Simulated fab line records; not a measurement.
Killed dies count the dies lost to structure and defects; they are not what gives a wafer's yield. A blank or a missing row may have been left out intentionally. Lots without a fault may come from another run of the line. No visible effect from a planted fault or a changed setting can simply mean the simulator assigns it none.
2 desks looking at one fault || flow gf180mcu || each desk has only its own numbers; what lay behind them comes last

METROLOGY DESK
What the gauges read for every lot (on any tool): the sampled wafers with a number, averaged. A lot is out of limits, marked OUT, if its mean lies more than 4 standard deviations from the usual mean; the brackets give that distance.
Columns: A = POLY_GATE_CVD_00_THK at GF_POLY_GATE_THK_MEAS_01, usual 199.7 nm; B = V1_W_RS at GF_V1_RS_MEAS_24, usual 0.326 ohm/sq
{"lot": "L910", "first seen here": "day 8 17:28", "A": 199.4, "B": 0.324}
{"lot": "L912", "first seen here": "day 9 03:38", "A": "228.8 (+17) OUT", "B": 0.322}
{"lot": "L914", "first seen here": "day 9 19:38", "A": 202.4, "B": 0.324}
{"lot": "L920", "first seen here": "day 11 19:31", "A": 199.0, "B": 0.329}
{"lot": "L924", "first seen here": "day 12 20:27", "A": 202.3, "B": 0.328}
{"lot": "L925", "first seen here": "day 13 03:30", "A": 197.8, "B": 0.323}
{"lot": "L926", "first seen here": "day 13 09:07", "A": 200.1, "B": 0.329}
{"lot": "L927", "first seen here": "day 13 14:33", "A": 200.3, "B": 0.328}
{"lot": "L928", "first seen here": "day 14 00:50", "A": 200.6, "B": 0.329}
{"lot": "L929", "first seen here": "day 14 06:32", "A": 198.5, "B": 0.329}
{"lot": "L930", "first seen here": "day 14 17:30", "A": 199.1, "B": 0.332}
{"lot": "L932", "first seen here": "day 15 05:55", "A": 197.1, "B": 0.325}
{"lot": "L931", "first seen here": "day 15 05:55", "A": 198.2, "B": 0.326}
This desk's finding: out of limits on L912; first on L912, day 9 03:38 (POLY_GATE_CVD_00_THK at GF_POLY_GATE_THK_MEAS_01). Within limits: L910, L914, L920, L924, L925, L926, L927, L928, L929, L930, L932, L931.

THE TOOL OWNER'S DESK: lpcvd-02
The tool's own readings at GF_POLY_GATE_CVD_00 (deposits poly-Si, target thk 200 nm, time 1200 s): means of the sampled wafers that have a number, for each lot that ran on this tool. A lot is out of limits, marked OUT, if its mean lies more than 4 standard deviations from the usual mean; the brackets give that distance.
Columns: A = spike tc bottom C at GF_POLY_GATE_CVD_00, usual 639.7 C; B = spike tc centre C at GF_POLY_GATE_CVD_00, usual 621.0 C; C = spike tc lower C at GF_POLY_GATE_CVD_00, usual 619.7 C; D = zone power centre pct at GF_POLY_GATE_CVD_00, usual 8.8 %; E = zone power lower pct at GF_POLY_GATE_CVD_00, usual 9.4 %
{"lot": "L910", "first seen here": "day 8 16:07", "A": 638.5, "B": 620.4, "C": 618.8, "D": 9.2, "E": 8.1}
{"lot": "L912", "first seen here": "day 9 02:18", "A": 630.9, "B": "613.2 (-4.4) OUT", "C": "662.0 (+26) OUT", "D": 6.4, "E": "16.9 (+6.2) OUT"}
{"lot": "L914", "first seen here": "day 9 18:17", "A": 632.0, "B": 614.1, "C": "661.7 (+26) OUT", "D": "6.3 (-4.0) OUT", "E": "16.8 (+6.2) OUT"}
{"lot": "L924", "first seen here": "day 12 19:06", "A": 639.0, "B": 620.4, "C": 619.4, "D": 9.2, "E": 8.1}
{"lot": "L926", "first seen here": "day 13 07:45", "A": 639.3, "B": 619.8, "C": 619.5, "D": 9.1, "E": 8.2}
{"lot": "L927", "first seen here": "day 13 13:12", "A": 639.0, "B": 619.5, "C": 621.4, "D": 9.8, "E": 9.3}
{"lot": "L928", "first seen here": "day 13 23:29", "A": 638.3, "B": 620.2, "C": 619.4, "D": 9.1, "E": 8.2}
This desk's verdict: out of limits on L912, L914, starting with L912 at day 9 02:18 (spike tc centre C at GF_POLY_GATE_CVD_00). Within limits: L910, L924, L926, L927, L928.

ALL TOGETHER
On L912, L914, at day 9 02:18, an alarm was possible from the tool owner's desk.
Metrology desk: alarm possible at day 9 03:38 on L912.
The metrology desk holds a record of L914, inside its limits.
On lpcvd-02, each named lot ran GF_POLY_GATE_CVD_00.

WHAT THE SIMULATOR HAD INSERTED
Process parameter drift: lpcvd-02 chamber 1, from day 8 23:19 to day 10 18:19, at GF_POLY_GATE_CVD_00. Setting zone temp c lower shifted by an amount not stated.
Struck lots among those shown: L912, L914.
Hours from the fault's start to each desk's first reading out of limits: the tool owner's desk, 3; the metrology desk, 4.
